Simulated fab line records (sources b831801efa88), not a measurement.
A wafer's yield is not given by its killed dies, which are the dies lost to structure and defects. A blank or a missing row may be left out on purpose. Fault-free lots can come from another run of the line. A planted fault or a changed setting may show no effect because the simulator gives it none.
A lot that was struck, set against a sound lot ; flow gf180mcu ; 14 steps out of a route of 602
Sound: the wafers L265.1, L265.2, L265.4. Struck: wafers L262.2, L262.3, L262.4. The cause comes at the end.
Per side, at each step with rows, come the tool, then ch with its chambers, and then its first start. Under that, the readings that differ: sound wafers ; struck wafers ; difference of the means ; sigmas: that difference in standard deviations of wafers without a fault.
alike: words and numbers the same on both sides, and readings whose means are apart by under 2 such deviations; not compared: readings that were withheld, readings missing a value for some wafer, numbers with overlapping values and no deviation given by the record, and bounds like >300 which may hide the same value.
A row with sigmas, a row that says differs or no value, or rows on one side alone: a step with any of these is where the two part. Numbers that have no deviation but don't overlap get no sigmas and don't part them. A reading that every wafer of one side lacks parts them only if that side has two wafers or more.

GF_V2_THK_MEAS_01:
  sound on film-metro-01, day 26 08:01; struck on film-metro-01, day 24 23:02
  alike: V2_CVD_00_THK
GF_V2_CVD_02: deposits SiO2 from TEOS, target thk 850 nm, time 94.851 s.
  sound on pecvd-04 ch 0,2, day 26 08:05; struck on pecvd-04 ch 0,2, day 24 23:05
  alike: heater-power-w
GF_V2_THK_MEAS_03:
  sound on film-metro-02, day 26 08:09; struck on film-metro-03, day 24 23:10
  alike: V2_CVD_02_THK
GF_V2_CMP_04: polishes SiO2.
  sound on cmp-01 ch 0,2,3, day 26 08:13; struck on cmp-02 ch 0,2,3, day 24 23:13
  alike: motor-current-A, time-to-endpoint-s
GF_V2_BOW_MEAS_05:
  sound on film-metro-03, day 26 08:31; struck on film-metro-03, day 24 23:32
  alike: V2_BOW
then, 7 steps without rows for these wafers: GF_V2_DEHYDRATE_06 (time 60 s); GF_V2_HMDS_07 (prime time 60 s); GF_V2_COAT_08; GF_V2_COAT_09 (resist thk 1000 nm); GF_V2_SOFTBAKE_10 (time 60 s); GF_V2_EXPOSE_11 (exposes mask Via2, target cd 260 nm); GF_V2_PEB_12 (peb time 90 s).
GF_V2_DEVELOP_13: develop time 60 s.
  sound on litho-track-01 ch 0, day 27 04:29; struck on litho-track-04, day 25 20:26
  no value came back on the struck wafers for chill-plate-temp-C (C), develop-time-s (s); on the sound wafers chill-plate-temp-C (C) reads 23.12 23.18 23.14
reading;sound;struck;difference;sigmas
model.KrF_of_V2_COAT_09.thk-nm (nm);981.2 982.4 981.7;1000 1002 1002;+20;
GF_V2_CD_MEAS_14: target cd 260 nm.
  sound on cd-sem-02, day 27 04:38; struck on cd-sem-02, day 25 20:35
reading;sound;struck;difference;sigmas
cd-nm (nm);260.8 261.3 261.6;- - -;no value on the struck wafers;

## WHERE THEY PART
Earliest at GF_V2_DEVELOP_13; latest, in this record, at GF_V2_CD_MEAS_14.

WHY: what had been put in by the simulator
Skipped step whole: litho-track-04, from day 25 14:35 on, at GF_V2_DEVELOP_13. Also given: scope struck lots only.
